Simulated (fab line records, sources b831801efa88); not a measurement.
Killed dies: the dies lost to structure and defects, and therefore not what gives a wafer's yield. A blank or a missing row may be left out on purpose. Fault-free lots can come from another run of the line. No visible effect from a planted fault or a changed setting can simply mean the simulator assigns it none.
Comparing a struck lot with a sound one ; flow gf180mcu ; 15 steps out of a route of 602
Sound: the wafers L212.2, L212.4, L212.6. Struck: wafers L218.4, L218.5, L218.6. The cause comes at the end.
Each step with rows lists, per side, the tool, then ch with its chambers, then its first start. Under that, the readings that differ: sound wafers ; struck wafers ; difference of the means ; sigmas: that difference in standard deviations of wafers without a fault.
alike: readings with means less than 2 such deviations apart, plus words and numbers identical on both sides. not compared: withheld readings, readings lacking a value on some wafer, bounds such as >300 that could conceal the same value, and numbers that have no deviation in the record and whose values overlap.
Wherever a step has rows on one side only, a row that says differs or no value, or a row with sigmas, the two part there. When numbers do not overlap yet have no deviation, they are printed without sigmas and do not part them. A reading that every wafer of one side lacks parts them only if that side has two wafers or more.

first, 2 steps without rows for these wafers: GF_MIM_PEB_17; GF_MIM_DEVELOP_18 (develop time 60 s).
GF_MIM_METAL_ETCH_19: etches the open film in Cl2/BCl3, stops on Si3N4, target depth 324.5 nm, time 54.1 s.
  sound on rie_metal-03 ch 1, day 28 18:03; struck on rie_metal-03 ch 0,1, day 30 09:11
  alike: chamber_pressure_mTorr, drypump_motor_current_A, he_backside_leak_sccm, oes_product_au, throttle_valve_pct
  not compared: rf_hours_counter_h
GF_MIM_STRIP_20: strips in O2/N2.
  sound on plasma_asher-04 ch 0, day 28 18:07; struck on plasma_asher-03 ch 0,1, day 30 09:16
  alike: chamber_pressure_mTorr, drypump_motor_current_A, heater_power_w, oes_product_au, strip_time_to_endpoint_s
  not compared: rf_hours_counter_h
then, 8 steps without rows for these wafers: GF_MIM_STRIP_21 (strips in post etch residue remover, time 1200 s); GF_MIM_CLEAN_22 (cleans in DIW); GF_M5_DEHYDRATE_00 (time 60 s); GF_M5_HMDS_01 (prime time 60 s); GF_M5_COAT_02 (resist thk 1000 nm); GF_M5_SOFTBAKE_03 (time 60 s); GF_M5_EXPOSE_04 (exposes mask Metal5, target cd 280 nm); GF_M5_PEB_05 (peb time 90 s).
GF_M5_DEVELOP_06: develop time 60 s.
  sound on litho_track-01 ch 0, day 29 12:56; struck on litho_track-01 ch 0, day 31 03:50
reading;sound;struck;difference;sigmas
developer_temp_C (C);20.87 20.91 21.01;21.90 21.74 21.82;+0.89;+8
  alike: resist_line_temp_C
GF_M5_CD_MEAS_07: target cd 280 nm.
  struck on cd_sem-01, day 31 03:58; sound on cd_sem-01, day 29 13:04
  alike: cd_nm
GF_PASSIVATION_PROBE_99:
  the record holds rows for the sound wafers here (prober-01, day 32 01:22) but none for the struck ones

## WHERE THEY PART
At GF_M5_DEVELOP_06 first; at GF_PASSIVATION_PROBE_99 last (within this record only).

WHY: what had been put in by the simulator
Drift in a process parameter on litho_track-01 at GF_M5_DEVELOP_06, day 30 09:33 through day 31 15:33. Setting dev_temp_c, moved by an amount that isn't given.
